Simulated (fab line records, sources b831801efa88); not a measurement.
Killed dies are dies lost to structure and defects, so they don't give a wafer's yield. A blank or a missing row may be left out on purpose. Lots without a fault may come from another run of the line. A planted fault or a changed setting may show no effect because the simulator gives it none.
fab line records | flow sky130
record lots=6 wafers=18 last_day=50
route steps=708 shown VIA2@524 METAL3@532 CAPM@537 PAD_OPEN@708
lots that met no fault: from a run of the same line without faults
start_h: hours from the record's first day to the start of the lot's first wafer shown | wait_h: hours since the lot's step before | " the same as in the row above | L1.1+2: a row that stands for several wafers | - no value, or no start given | * or withheld: withheld | < > ~ a bound
route shown NAME@n: a module of which the file shows steps, and the number in the route of the first | usual: mean/standard deviation of fault-free wafers | same: alike in all rows | chamber/n: place in a boat | sites: the reading at each site | _std_site: their standard deviation | _edge_site: outer sites' mean less inner sites' | radius_mm: how far each site lies from the wafer's centre | mask NAME#n: copy n | behind: the tool/chamber that last shaped the wafer | hold: why the lot was held/for how many hours/how that ended | device: the transistor (n, p or np) that didn't switch | end of line: the same wafers' tests at the end of the route | a step without rows: its recipe alone | killed: dies lost to structure and defects at the first sort, not the wafer's yield | map: a wafer's dies, x killed, . not, _ none there
set.NAME: the setting as run; set.NAME@STEP: as run at that earlier step | model.NAME: the simulator's own value behind a step, which no gauge read
lots at some steps of the route; a table a step, a row a wafer
services: from which hour (start_h, from the record's first day; less than 0 if before it) a tool's chamber was out of use, for how many hours, and why
## steps
# step SKY_VIA2_STRIP_17
# recipe chemistry=post_etch_residue_remover time_s=1200 temp_c=72.5
# step SKY_VIA2_CLEAN_18
# recipe chemistry=IPA time_s=180 temp_c=25
# step SKY_VIA2_CLEAN_19
# recipe chemistry=O3/DIW dry=n2_spin
# step SKY_VIA2_SPUTTER_20
# recipe material=TiN target_thk_nm=20 chamber_pressure_pa=5 power_w=4000 time_s=80
# usual chamber_pressure_pa=5.000/0.0093 throttle_valve_pct=30.0/1.2
# columns lot.wafer tool chamber start_h wait_h chamber_pressure_pa throttle_valve_pct
L511.2 pvd_sputter-02 - 867.74 0.0 4.996 31.0
L511.3 " - " " 4.997 30.6
L511.5 " - " " 5.004 30.6
L515.1 pvd_sputter-04 - 892.00 0.0 5.013 29.9
L515.5 " - " " 5.000 29.8
L515.6 " - " " 4.986 29.0
L525.4 pvd_sputter-02 - 976.48 0.0 5.005 31.5
L525.5 " - " " 4.987 31.7
L525.6 " - " " 4.995 30.8
L526.2 pvd_sputter-04 - 979.78 0.0 4.989 29.6
L526.3 " - " " 5.007 28.5
L526.5 " - " " 4.993 29.8
L527.1 pvd_sputter-03 - 984.24 0.0 4.984 31.0
L527.3 " - " " 5.000 29.9
L527.5 " - " " 5.001 29.6
L531.1 pvd_sputter-03 - 1007.29 0.0 5.011 29.4
L531.5 " - " " 4.998 30.1
L531.6 " - " " 4.996 28.8
# step SKY_VIA2_CVD_21
# recipe material=W target_thk_nm=420 time_s=126.4 temp_c=400 pressure_torr=40
# step SKY_VIA2_RS_MEAS_22
# recipe thk_meas_gauge=four-point-probe reads=W_of_VIA2_CVD_21+TiN_of_VIA2_SPUTTER_20
# usual VIA2_W_RS=0.272/0.0036
# columns lot.wafer tool chamber start_h wait_h VIA2_W_RS[ohm/sq]
L511.2 film_metro-02 - 867.95 0.1 0.273
L511.3 " - " " 0.271
L511.5 " - " " 0.272
L515.1 film_metro-01 - 892.20 0.1 0.277
L515.5 " - " " 0.270
L515.6 " - " " 0.273
L525.4 film_metro-01 - 976.73 0.1 0.267
L525.5 " - " " 0.267
L525.6 " - " " 0.273
L526.2 film_metro-01 - 979.99 0.1 0.276
L526.3 " - " " 0.265
L526.5 " - " " 0.269
L527.1 film_metro-04 - 984.43 0.1 0.274
L527.3 " - " " 0.267
L527.5 " - " " 0.274
L531.1 film_metro-04 - 1007.48 0.1 0.271
L531.5 " - " " 0.269
L531.6 " - " " 0.268
# step SKY_VIA2_THK_MEAS_23
# recipe thk_meas_gauge=xrf reads=W_of_VIA2_CVD_21
# usual VIA2_W_THK=402/7.6
# columns lot.wafer tool chamber start_h wait_h VIA2_W_THK[nm]
L511.2 film_metro-02 - 868.06 0.1 390
L511.3 " - " " 396
L511.5 " - " " 394
L515.1 film_metro-01 - 892.32 0.1 403
L515.5 " - " " 414
L515.6 " - " " 410
L525.4 film_metro-01 - 976.82 0.1 412
L525.5 " - " " 411
L525.6 " - " " 402
L526.2 film_metro-01 - 980.10 0.1 397
L526.3 " - " " 414
L526.5 " - " " 406
L527.1 film_metro-04 - 984.55 0.1 397
L527.3 " - " " 410
L527.5 " - " " 400
L531.1 film_metro-04 - 1007.60 0.1 403
L531.5 " - " " 406
L531.6 " - " " 405
# step SKY_VIA2_CMP_24
# recipe stop_on=SiO2 t_overpolish_s=20 down_force_psi=3.5 platen_rpm=60 target_thk_nm=0 pad_velocity_m_s=0.94248
# usual head_pressure_psi=3.501/0.0069 motor_current_A=11.3/1.3 overpolish_run_s=20.000/0.0089 time_to_endpoint_s=100/3.5
# columns lot.wafer tool chamber start_h wait_h head_pressure_psi motor_current_A overpolish_run_s time_to_endpoint_s
L511.2 cmp-01 1 868.16 0.1 3.506 10.7 20.010 97
L511.3 " 3 " " 3.496 12.0 19.993 99
L511.5 " 1 " " 3.500 10.9 19.989 95
L515.1 cmp-01 1 892.38 0.1 3.490 10.4 20.007 96
L515.6 " 1 " " 3.495 10.0 19.997 100
L515.5 " 2 " " 3.492 11.1 20.001 102
L525.4 cmp-01 0 977.00 0.2 3.497 13.9 20.001 100
L525.5 " 1 " " 3.493 9.9 20.002 95
L525.6 " 2 " " 3.485 10.9 20.007 92
L526.2 cmp-01 1 980.20 0.1 3.520 10.5 20.010 93
L526.3 " 2 " " 3.491 10.3 19.994 98
L526.5 " 1 " " 3.504 10.8 20.000 97
L527.1 cmp-02 1 984.61 0.1 3.492 9.2 19.994 100
L527.3 " 2 " " 3.507 13.4 20.013 99
L527.5 " 1 " " 3.505 9.7 19.993 98
L531.1 cmp-01 3 1007.71 0.1 3.498 12.4 20.000 100
L531.6 " 2 " " 3.505 10.8 19.991 101
L531.5 " 3 " " 3.503 11.4 20.002 99
# step SKY_METAL3_SPUTTER_00
# recipe material=Ti target_thk_nm=15 power_w=3000 time_s=10 chamber_pressure_pa=0.4
# usual chamber_pressure_pa=0.3999/0.00075 throttle_valve_pct=30.0/1
# columns lot.wafer tool chamber start_h wait_h chamber_pressure_pa throttle_valve_pct
L511.2 pvd_sputter-03 - 868.41 0.2 0.3994 28.8
L511.3 " - " " 0.3994 29.5
L511.5 " - " " 0.3999 29.9
L515.1 pvd_sputter-01 - 892.68 0.2 0.4002 28.5
L515.5 " - " " 0.3990 30.3
L515.6 " - " " 0.4005 29.3
L525.4 pvd_sputter-03 - 977.15 0.1 0.4003 31.0
L525.5 " - " " 0.4012 28.8
L525.6 " - " " 0.3998 30.0
L526.2 pvd_sputter-03 - 980.45 0.2 0.4007 29.5
L526.3 " - " " 0.4010 30.7
L526.5 " - " " 0.4002 30.9
L527.1 pvd_sputter-01 - 984.91 0.2 0.3996 28.4
L527.3 " - " " 0.3989 29.5
L527.5 " - " " 0.3999 30.3
L531.1 pvd_sputter-01 - 1007.96 0.2 0.3998 29.1
L531.5 " - " " 0.3990 29.4
L531.6 " - " " 0.4002 28.1
# step SKY_METAL3_SPUTTER_01
# recipe material=TiN target_thk_nm=20 power_w=6500 time_s=16.7 chamber_pressure_pa=0.4
# usual chamber_pressure_pa=0.4001/0.00079 throttle_valve_pct=29.9/1
# columns lot.wafer tool chamber start_h wait_h chamber_pressure_pa throttle_valve_pct
L511.2 pvd_sputter-03 - 868.43 0.0 0.4000 28.6
L511.3 " - " " 0.4004 29.7
L511.5 " - " " 0.4012 30.2
L515.1 pvd_sputter-01 - 892.70 0.0 0.4007 28.3
L515.5 " - " " 0.4006 30.3
L515.6 " - " " 0.3986 29.2
L525.4 pvd_sputter-03 - 977.17 0.0 0.4003 31.0
L525.5 " - " " 0.3996 28.6
L525.6 " - " " 0.4011 29.8
L526.2 pvd_sputter-03 - 980.47 0.0 0.3997 29.7
L526.3 " - " " 0.4015 30.9
L526.5 " - " " 0.4010 31.1
L527.1 pvd_sputter-01 - 984.94 0.0 0.3996 28.3
L527.3 " - " " 0.4007 29.5
L527.5 " - " " 0.3987 30.1
L531.1 pvd_sputter-01 - 1007.99 0.0 0.3994 29.1
L531.5 " - " " 0.4015 29.2
L531.6 " - " " 0.4007 28.4
# step SKY_METAL3_SPUTTER_02
# recipe material=AlCu target_thk_nm=735 power_w=10600 time_s=39.1 chamber_pressure_pa=0.4
# step SKY_METAL3_SPUTTER_03
# recipe material=Ti target_thk_nm=5 power_w=3000 time_s=3.3 chamber_pressure_pa=0.4
# step SKY_METAL3_SPUTTER_04
# recipe material=TiN target_thk_nm=70 power_w=6500 time_s=58.3 chamber_pressure_pa=0.4
# usual chamber_pressure_pa=0.3999/0.00086 throttle_valve_pct=30.0/1
# columns lot.wafer tool chamber start_h wait_h chamber_pressure_pa throttle_valve_pct model.TiN_of_METAL3_SPUTTER_04.thk_nm
L511.2 pvd_sputter-03 - 868.52 0.0 0.3983 28.8 70.46
L511.3 " - " " 0.4013 29.7 70.92
L511.5 " - " " 0.3998 29.8 71.21
L515.1 pvd_sputter-01 - 892.78 0.0 0.4012 28.5 68.69
L515.5 " - " " 0.3990 30.3 69.03
L515.6 " - " " 0.4001 28.8 68.79
L525.4 pvd_sputter-03 - 977.25 0.0 0.4425 29.4 67.2
L525.5 " - " " 0.4392 27.2 67.82
L525.6 " - " " 0.4407 28.3 68.93
L526.2 pvd_sputter-03 - 980.56 0.0 0.4418 28.2 68.89
L526.3 " - " " 0.4414 29.6 68.83
L526.5 " - " " 0.4413 29.4 68.34
L527.1 pvd_sputter-01 - 985.02 0.0 0.3994 28.5 70.52
L527.3 " - " " 0.4002 29.7 70.27
L527.5 " - " " 0.4013 30.2 70.62
L531.1 pvd_sputter-01 - 1008.07 0.0 0.4003 29.3 69.91
L531.5 " - " " 0.3996 29.2 69.37
L531.6 " - " " 0.3996 28.6 69.68
# step SKY_CAPM_CVD_00
# recipe material=SiO2 target_thk_nm=15.5 temp_c=400 time_s=withheld rf_w=450
# usual heater_power_outer_w=399/71 heater_power_w=674/84 rf_fwd_power_W=440.0/2.6
# columns lot.wafer tool chamber start_h wait_h heater_power_outer_w heater_power_w rf_fwd_power_W
L511.2 pecvd-02 1 868.57 0.0 396 704 438.7
L511.3 " 0 " " 331 602 440.1
L511.5 " 0 " " 326 608 437.2
L515.1 pecvd-02 2 892.83 0.0 320 578 439.5
L515.5 " 2 " " 322 579 439.4
L515.6 " 1 " " 390 669 438.6
L525.4 pecvd-02 1 977.31 0.0 391 675 439.7
L525.5 " 0 " " 404 698 438.3
L525.6 " 2 " " 343 611 437.9
L526.2 pecvd-04 2 980.60 0.0 426 743 445.7
L526.3 " 0 " " 369 613 442.3
L526.5 " 1 " " 584 941 437.0
L527.1 pecvd-02 2 985.07 0.0 346 633 439.7
L527.3 " 2 " " 361 624 440.6
L527.5 " 2 " " 356 632 439.8
L531.1 pecvd-01 0 1008.12 0.0 370 624 439.5
L531.5 " 0 " " 357 624 441.6
L531.6 " 1 " " 357 621 437.7
# step SKY_PAD_OPEN_PROBE_99
# usual defect_limited_yield=81.9/1.9 killed_at_M0_to_M3=45/7.3 killed_at_M4_up=3.2/1.8 killed_at_contacts=25/5.5 killed_at_front_end=15/4.2 killed_at_other=0.3/0.69 killed_dies=89/9.4 killed_open=49/6.6 killed_short=40/6.4 sort_bin_3_pad_short=0.9/0.43 sort_bin_5_function=10.7/1.5 sort_bin_6_memory=6.5/1.2 sort_n_pass=403/9.4 sort_yield_pct=81.9/1.9
# same gross_dies=492 killed_at_back_side=0 sort_bin_4_leakage[%]=0 sort_bin_8_speed[%]=0
# columns lot.wafer tool chamber start_h wait_h defect_limited_yield[%] killed_at_M0_to_M3 killed_at_M4_up killed_at_contacts killed_at_front_end killed_at_other killed_dies killed_open killed_short sort_bin_3_pad_short[%] sort_bin_5_function[%] sort_bin_6_memory[%] sort_n_pass sort_yield_pct[%]
L511.2 prober-02 - 1092.07 0.1 78.5 58 5 25 18 0 106 56 50 1.0 11.2 9.3 386 78.5
L511.3 prober-02 - 1092.12 0.2 80.9 49 5 26 14 0 94 60 34 1.2 11.0 6.9 398 80.9
L511.5 prober-02 - 1092.22 0.2 78.3 60 2 29 16 0 107 60 47 1.4 12.8 7.5 385 78.3
L525.4 prober-02 - 1173.63 0.2 84.3 37 2 26 12 0 77 46 31 0.4 8.1 7.1 415 84.3
L525.5 prober-02 - 1173.68 0.2 79.5 51 1 29 20 0 101 58 42 1.0 14.2 5.3 391 79.5
L525.6 prober-02 - 1173.73 0.2 82.7 52 2 15 16 0 85 46 39 0 10.6 6.7 407 82.7
L531.1 prober-02 - 1196.82 0.1 79.5 41 5 26 29 0 101 58 43 0.8 11.4 8.3 391 79.5
L531.5 prober-02 - 1197.02 0.2 83.1 39 4 23 15 2 83 49 34 0.4 11.2 5.3 409 83.1
L531.6 prober-02 - 1197.07 0.2 82.1 52 1 22 13 0 88 50 38 1.2 9.8 6.9 404 82.1
# killed by level:class
L511.2 VIA1:geometric_particle:short=12 VIA1:geometric_particle:open=10 LI_CONTACT:geometric_particle:open=9 VIA3:geometric_particle:open=9 CONTACT:geometric_particle:short=7 VIA2:geometric_particle:open=7 METAL1:geometric_particle:short=6 FIELD_ISO:geometric_particle:short=5
L511.3 VIA3:geometric_particle:open=12 CONTACT:geometric_particle:open=12 VIA1:geometric_particle:open=11 LI_CONTACT:geometric_particle:open=7 METAL1:geometric_particle:short=7 FIELD_ISO:geometric_particle:short=6 METAL4:geometric_particle:short=5 VIA2:geometric_particle:open=5
L511.5 VIA1:geometric_particle:open=14 LI_CONTACT:geometric_particle:open=12 VIA2:geometric_particle:open=9 CONTACT:geometric_particle:open=8 METAL1:geometric_particle:short=8 VIA1:geometric_particle:short=7 VIA3:geometric_particle:open=6 FIELD_ISO:geometric_particle:short=5
L525.4 CONTACT:geometric_particle:open=13 VIA1:geometric_particle:short=8 VIA1:geometric_particle:open=8 LI_CONTACT:geometric_particle:short=5 METAL1:geometric_particle:open=5 POLY_GATE:geometric_particle:open=4 VIA3:geometric_particle:open=4 FIELD_ISO:geometric_particle:short=3
L525.5 VIA1:geometric_particle:open=11 LI_CONTACT:geometric_particle:open=10 VIA1:geometric_particle:short=8 VIA2:geometric_particle:open=8 FIELD_ISO:geometric_particle:open=7 CONTACT:geometric_particle:open=7 METAL2:geometric_particle:short=7 VIA3:geometric_particle:open=6
L525.6 VIA1:geometric_particle:open=12 VIA2:geometric_particle:open=10 METAL2:geometric_particle:short=7 CONTACT:geometric_particle:short=5 VIA3:geometric_particle:open=5 VIA1:geometric_particle:short=5 FIELD_ISO:geometric_particle:open=4 POLY_GATE:geometric_particle:short=4
L531.1 CONTACT:geometric_particle:open=12 VIA2:geometric_particle:open=9 VIA1:geometric_particle:open=8 VIA3:geometric_particle:open=8 FIELD_ISO:geometric_particle:short=7 FIELD_ISO:geometric_particle:open=6 METAL2:geometric_particle:short=6 POLY_GATE:geometric_particle:open=5
L531.5 CONTACT:geometric_particle:open=8 VIA3:geometric_particle:open=8 VIA1:geometric_particle:open=7 VIA2:geometric_particle:open=7 LI_CONTACT:geometric_particle:open=6 METAL2:geometric_particle:short=6 POLY_GATE:geometric_particle:short=4 LOCAL_INTERCONNECT:geometric_particle:short=4
L531.6 VIA1:geometric_particle:open=13 CONTACT:geometric_particle:open=12 VIA2:geometric_particle:open=7 VIA3:geometric_particle:open=6 VIA3:geometric_particle:short=5 VIA1:geometric_particle:short=5 METAL1:geometric_particle:short=5 FIELD_ISO:geometric_particle:short=4
## services
# columns tool chamber start_h hours kind
pecvd-01 0 843.77 4.2 repair
pecvd-01 - 853.99 14.6 pm
pvd_sputter-01 - 855.56 1.3 repair
pecvd-01 - 868.59 6.0 pm
pecvd-04 1 880.63 2.1 scheduled_down
pecvd-01 1 887.05 2.1 scheduled_down
pvd_sputter-03 - 898.70 2.3 repair
pvd_sputter-04 - 909.05 1.5 repair
cmp-01 - 913.04 4.0 pm
cmp-01 - 917.04 - consumable_replace:conditioner
cmp-01 - 917.04 - consumable_replace:pad
pecvd-04 - 919.53 2.8 pm
cmp-02 - 924.47 1.2 repair
pvd_sputter-04 - 952.46 1.3 repair
cmp-02 - 961.86 6.1 pm
cmp-01 - 965.04 0.6 repair
pvd_sputter-02 - 965.40 1.8 repair
pvd_sputter-01 - 968.76 1.4 repair
cmp-01 - 972.90 2.6 repair
cmp-01 - 978.63 0.7 repair
cmp-01 - 984.52 3.8 repair
pecvd-02 1 985.03 2.1 scheduled_down
pvd_sputter-04 - 987.84 2.0 repair
pecvd-01 2 1007.31 32.9 repair
## key
first_sign step=SKY_METAL3_SPUTTER_04 reading=chamber_pressure_pa direction=up sigmas=48 usual=0.3999 struck=0.4411
effect none on later readings
model_effect step=SKY_METAL3_SPUTTER_04 value=TiN_of_METAL3_SPUTTER_04.thk_nm without=69.41 struck=68.34
met_at SKY_METAL3_SPUTTER_04
struck_wafers L525.4,L525.5,L525.6,L526.2,L526.3,L526.5
onset_between 868.52 977.25
fault kind=process_parameter_drift tool=pvd_sputter-03 chamber=- onset_h=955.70 steps=SKY_METAL3_SPUTTER_04 channel=chamber_pressure_pa offset=0.041977 shape=step end_h=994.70 acts_in=these_recipes_only stated=0.4
